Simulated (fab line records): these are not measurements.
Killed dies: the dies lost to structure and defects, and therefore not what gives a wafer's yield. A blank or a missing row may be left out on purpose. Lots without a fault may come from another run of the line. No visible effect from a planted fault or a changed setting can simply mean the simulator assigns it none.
One fault seen from 2 desks -- flow sky130 -- numbers are kept per desk, each desk with only its own; the story behind them comes last

METROLOGY DESK
What the gauges read, lot by lot, whatever tool the lot ran on: means of the sampled wafers that have a number. If a lot's mean is further than 4 standard deviations from the usual mean, the lot is out of limits and carries the mark OUT (the distance appears in the brackets).
Columns: A = VT_ADJUST_LVTN_2_TW at SKY_VT_ADJUST_LVTN_TW_MEAS_21, usual 187.8; B = cdNm at SKY_VT_ADJUST_NCORE_CD_MEAS_07, usual 381.0 nm; C = VT_ADJUST_NCORE_OVL at SKY_VT_ADJUST_NCORE_OVL_MEAS_08, usual -0.1 nm
lot,first seen here,A,B,C
L972,day 7 18:04,190.3,380.0,-0.9
L974,day 8 03:14,189.4,382.0,0.7
L983,day 9 15:40,187.2,380.0,-1.7
L984,day 9 21:37,190.3,380.3,-0.5
L985,day 10 02:32,188.5,381.8,-1.0
L986,day 10 06:47,185.3,385.0,-1.0
L989,day 17 15:31,184.8,384.7,0.2
Finding of this desk: none of the 7 lots has anything out of limits.

DESK OF THE TOOL OWNER: implanter-01
SKY_VT_ADJUST_NCORE_IMPLANT_09, tool's own readings: per-lot mean of the sampled wafers with a number, covering each lot this tool ran. If a lot's mean is further than 4 standard deviations from the usual mean, the lot is out of limits and carries the mark OUT (the distance appears in the brackets).
Columns: A = beamEnergyKeV at SKY_VT_ADJUST_NCORE_IMPLANT_09, usual 10.000; B = doseIonsCm2 at SKY_VT_ADJUST_NCORE_IMPLANT_09, usual 2.4004e+12; C = faradayCurrentUA at SKY_VT_ADJUST_NCORE_IMPLANT_09, usual 13.52
lot,first seen here,A,B,C
L974,day 8 13:41,10.001,2.4001e+12,13.57
L983,day 10 08:24,10.004,2.5612e+12 (+62) OUT,14.20
L985,day 10 18:41,10.001,2.5600e+12 (+61) OUT,14.49
L986,day 10 21:13,10.002,2.5641e+12 (+63) OUT,14.31
This desk's finding: out of limits on L983, L985, L986; first on L983, day 10 08:24 (doseIonsCm2 at SKY_VT_ADJUST_NCORE_IMPLANT_09). L974: within limits.

PUT TOGETHER
At day 10 08:24, on L983, L985, L986, the tool owner's desk was in a position to raise an alarm.
Metrology desk: nothing out of limits seen.
The metrology desk holds a record of L983, L985, L986, inside its limits.
Every lot named ran SKY_VT_ADJUST_NCORE_IMPLANT_09 on implanter-01.

WHAT THE SIMULATOR HAD PUT IN
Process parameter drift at SKY_VT_ADJUST_NCORE_IMPLANT_09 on implanter-01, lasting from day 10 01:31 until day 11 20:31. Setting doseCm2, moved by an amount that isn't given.
Shown lots that were struck: L983, L985, L986.
How many hours passed from the start of the fault until each desk's first out-of-limits reading: the tool owner's desk, 7.
